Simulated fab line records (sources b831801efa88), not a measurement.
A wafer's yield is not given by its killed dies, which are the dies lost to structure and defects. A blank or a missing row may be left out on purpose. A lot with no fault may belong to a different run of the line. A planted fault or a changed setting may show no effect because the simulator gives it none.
Problem report in the 8D (eight disciplines) form, filled by code + flow gf180mcu + the parts of the form that need people (team, actions taken, sign-off) are left out

== 1. THE PROBLEM ==
At GF_V3_CD_MEAS_14, cdNm averages 268.5 nm over 6 wafers from 2 lots, while fault-free wafers read 260.5 nm, standard deviation 1.1. That is +7.3 standard deviations from the usual mean.
The step: target cd 260 nm.
Earliest sighting: wafer L529.2 on cdSem-01 at day 26 06:27. The record holds 36 wafers of 12 lots with a number at this step. Rule for "out", or "out of limits": more than 4 standard deviations from the usual mean. All remaining wafers that have a number are taken as sound.

== 2. WHAT IT IS AND WHAT IT IS NOT ==
| question                    | is                     | is not                                                                                                  |
|-----------------------------|------------------------|---------------------------------------------------------------------------------------------------------|
| which readings at this step | cdNm                   | -                                                                                                       |
| which lots                  | L529, L532             | L518, L522, L528, L530, L535, L536, L537, L538, L539, L541                                              |
| which wafers of those lots  | all that have a number | -                                                                                                       |
| read on which gauges        | cdSem-01, cdSem-02     | -                                                                                                       |
| when                        | from day 26 06:27      | up to then (9 sound wafers); but 21 sound wafers of L530, L535, L536, L537, L538, L539, L541 came after |

== 3. SUSPECTS, AND WHAT RULES EACH OUT ==
Counting: a tool stays on the suspect list if, at a process step up to the reading, it processed all lots that are out and no sound lot following the first of them.
- the gauge at GF_V3_CD_MEAS_14 has been ruled out. The wafers that are out were read on 2 gauges (cdSem-01, cdSem-02).
- lithoTrack-02 at GF_V3_PEB_12 (peb time 90 s): kept. All lots that are out passed through it, beginning with L529 at day 26 06:07, and no sound lot followed; its final sound lot before that point was L528 at day 25 21:02. Its own readings are out on those wafers: heaterPowerTotalW, plateTempC.
Remaining after the count: lithoTrack-02 at GF_V3_PEB_12.

== 4. THE CAUSE (what the simulator had put in) ==
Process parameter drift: lithoTrack-02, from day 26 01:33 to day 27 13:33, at GF_V3_PEB_12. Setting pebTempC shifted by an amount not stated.
Counting left only this tool.

== 5. THE CHAIN OF EFFECTS, in route order ==
Rows list readings where the struck wafers' mean (over those with a number) sits beyond 3 standard deviations from the usual. Readings are gone through only where the record gives a usual standard deviation; hours: the median, over the lots, of the time from a lot's start at the first step in this table giving one to that lot's start at this step; sigmas: the change measured in usual standard deviations.
| hours | step             | reading           | usual    | on struck wafers | change | sigmas |
|-------|------------------|-------------------|----------|------------------|--------|--------|
| 0     | GF_V3_PEB_12     | heaterPowerTotalW | 85.70 W  | 88.69            | +2.99  | +36    |
| 0     | GF_V3_PEB_12     | plateTempC        | 134.98 C | 138.59           | +3.62  | +23    |
| 0     | GF_V3_CD_MEAS_14 | cdNm              | 260.5 nm | 268.5            | +8.0   | +7.3   |
The process steps in it:
- GF_V3_PEB_12: peb time 90 s.

== 6. WHAT WOULD HAVE CAUGHT IT SOONER ==
Counted from the fault's start at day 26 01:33, it took 5 hours until the first out-of-limits reading at a measuring or inspecting step in this record, taken at day 26 06:27.
Tool's own readings at GF_V3_PEB_12, heaterPowerTotalW, plateTempC: out on all struck wafers the step has rows for; an alarm limit on them would have tripped on the first.
Of the lots that are out (2), L532 began GF_V3_PEB_12 on lithoTrack-02 after day 26 06:27. It would have been spared by a hold on the tool at that moment.
